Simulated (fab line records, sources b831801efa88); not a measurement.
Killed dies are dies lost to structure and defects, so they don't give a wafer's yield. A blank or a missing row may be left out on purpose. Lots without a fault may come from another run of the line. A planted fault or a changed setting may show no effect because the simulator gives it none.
Chamber matching | flow sfq_line | SFQ_TRILAYER_I0_CMP_CMP_028 on cmp-01: 4 sister chambers
The step polishes SiO2. 4 wafers are shown with their chamber, then 7 later ones without.

WAFERS WITH THEIR CHAMBER
wafer  | chamber | motor_current_A (A)
L574.1 | 1       | 8.0
L574.3 | 0       | 12.3
L576.4 | 3       | 10.0
L576.5 | 2       | 10.3

WAFERS WITHOUT THEIR CHAMBER
wafer  | motor_current_A (A)
L576.6 | 10.5
L585.2 | 10.4
L585.5 | 13.0
L585.6 | 10.3
L588.2 | 12.7
L588.1 | 10.4
L588.6 | 7.7

WHICH CHAMBER EACH WENT THROUGH
wafer  | from the rows above     | in truth
L576.6 | can't be placed: 2 or 3 | 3
L585.2 | can't be placed: 2 or 3 | 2
L585.5 | 0                       | 0
L585.6 | can't be placed: 2 or 3 | 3
L588.2 | 0                       | 0
L588.1 | can't be placed: 2 or 3 | 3
L588.6 | 1                       | 1
Placed correctly: 3 of 7. Can't be placed from these rows: 4 (the true chamber is among the candidates in 4). Placed wrongly: 0.
How it was worked out, from the rows above alone: a wafer's distance from a chamber is the root of the sum, over the readings, of the square of ((its reading less the chamber's mean) divided by the reading's scatter). The wafer belongs to the nearest chamber; if the next one is less than 2 further off, it can't be placed. A chamber's mean is the mean of its shown wafers. The scatter: with one shown wafer a chamber, the root of the mean of the squares of how far each hidden wafer lies from its nearest shown one.
